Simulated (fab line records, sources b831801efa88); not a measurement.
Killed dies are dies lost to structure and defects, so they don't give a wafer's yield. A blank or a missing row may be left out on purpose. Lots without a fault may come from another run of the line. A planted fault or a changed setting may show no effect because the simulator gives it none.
A struck lot beside a sound one | flow sky130 | 16 steps out of a route of 708
Sound: wafers L172.1, L172.2, L172.3. Struck: wafer L175.3. (L175.1, L175.5 of the same lot were not struck and are left out.) The cause comes at the end.
At each step with rows: each side's tool, then ch and its chambers, then its first start. Under that, the readings that differ: sound wafers | struck wafers | difference of the means | sigmas: that difference in standard deviations of wafers without a fault.
alike: readings whose means differ by less than 2 such deviations, and words and numbers that are the same on both sides. not compared: withheld readings, readings that some wafer has no value for, bounds like >300 that may hide the same value, and numbers for which the record gives no deviation and whose values overlap.
The two part at a step that has a row with sigmas, a row that says differs or no value, or rows on one side only. Numbers that don't overlap but have no deviation are shown without sigmas and don't part them. A reading that every wafer of one side lacks parts them only if that side has two wafers or more.

first, 3 steps without rows for these wafers: SKY_METAL2_EXPOSE_12 (exposes mask MM2, target cd 140 nm); SKY_METAL2_PEB_13; SKY_METAL2_DEVELOP_14 (develop time 60 s).
SKY_METAL2_CD_MEAS_15: target cd 140 nm.
  sound on cd_sem-01, day 37 12:46; struck on cd_sem-01, day 38 09:20
  alike: cd_nm
SKY_METAL2_OVL_MEAS_16:
  sound on overlay-02, day 37 12:53; struck on overlay-01, day 38 09:27
  alike: METAL2_OVL
SKY_METAL2_DESCUM_17: chemistry O2, time 8 s.
  sound on rie_metal-02 ch 0,1, day 37 12:55; struck on rie_metal-02 ch 1, day 38 09:29
  alike: drypump_motor_current_A, oes_product_au, temp_c
  not compared: rf_hours_counter_h
SKY_METAL2_ETCH_18: etches BARC in N2/H2, stops on SiO2, time 45.9 s, target depth 60 nm.
  sound on rie_metal-02 ch 0,1, day 37 12:57; struck on rie_metal-02 ch 1, day 38 09:31
  alike: drypump_motor_current_A, oes_product_au, throttle_valve_pct
  not compared: rf_hours_counter_h
SKY_METAL2_METAL_ETCH_19: etches the open film in Cl2/BCl3, stops on SiO2, target depth 360 nm, time 78 s.
  sound on rie_metal-02 ch 0,1, day 37 13:01; struck on rie_metal-02 ch 1, day 38 09:35
  alike: drypump_motor_current_A, oes_product_au, throttle_valve_pct
  not compared: rf_hours_counter_h
SKY_METAL2_STRIP_20: strips in O2/N2.
  sound on plasma_asher-01 ch 0,1, day 37 13:07; struck on plasma_asher-04 ch 1, day 38 09:40
  alike: drypump_motor_current_A, oes_product_au, strip_time_to_endpoint_s
  not compared: rf_hours_counter_h
then, 3 steps without rows for these wafers: SKY_METAL2_STRIP_21 (strips in post etch residue remover, time 1200 s); SKY_METAL2_CLEAN_22 (cleans in IPA, time 180 s); SKY_METAL2_CLEAN_23 (cleans in O3/DIW).
SKY_VIA2_HDPCVD_00: deposits SiO2, target thk 1180 nm, time 196.7 s.
  sound on hdpcvd-02 ch 0,1,2, day 37 13:42; struck on hdpcvd-01 ch 0, day 38 10:16
  reading                                  | sound             | struck | difference | sigmas
  run_length_s (s)                         | 223.3 223.9 223.7 | 276.2  | +52.6      | +99 or more
  model.SiO2_of_VIA2_HDPCVD_00.thk_nm (nm) | 1171 1192 1198    | 1500   | +313       |
  alike: susceptor_temp_C
SKY_VIA2_THK_MEAS_01:
  sound on film_metro-04, day 37 13:49; struck on film_metro-01, day 38 10:23
  reading              | sound          | struck | difference | sigmas
  VIA2_HDPCVD_THK (nm) | 1171 1191 1199 | 1500   | +313       | +26
SKY_VIA2_CMP_02: polishes SiO2.
  sound on cmp-01 ch 1,2,3, day 37 14:54; struck on cmp-01 ch 3, day 38 10:33
  alike: motor_current_A, retaining_ring_pressure_frac
-- the record jumps here: 10 days lie between the struck wafers' starts before and after (it left off in module VIA2 and takes up again in module PAD_OPEN, whose first step shown is number 708 of the route) --
SKY_PAD_OPEN_PROBE_99:
  sound on prober-02, day 47 17:45; struck on prober-01, day 48 10:43
  reading                  | sound          | struck | difference | sigmas
  defect_limited_yield (%) | 82.7 83.1 84.1 | 78.7   | -4.6       | -2
  killed_at_contacts       | 22 24 17       | 32     | +11        | +2
  killed_dies              | 85 83 78       | 105    | +23        | +2
  killed_open              | 41 47 45       | 62     | +18        | +2
  sort_bin_5_function (%)  | 8.7 10.2 9.3   | 15.7   | +6.3       | +4
  sort_n_pass              | 407 409 414    | 387    | -23        | -2
  sort_yield_pct (%)       | 82.7 83.1 84.1 | 78.7   | -4.6       | -2
  alike: killed_at_M0_to_M3, killed_at_M4_up, killed_at_front_end, killed_at_other, killed_on_rim, killed_short, sort_bin_3_pad_short, sort_bin_6_memory

WHERE THEY PART
First at SKY_VIA2_HDPCVD_00; last, within this record, at SKY_PAD_OPEN_PROBE_99.

WHY: what the simulator had put in
Process parameter drift: hdpcvd-01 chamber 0, from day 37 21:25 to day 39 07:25, at SKY_VIA2_HDPCVD_00. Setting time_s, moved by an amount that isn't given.
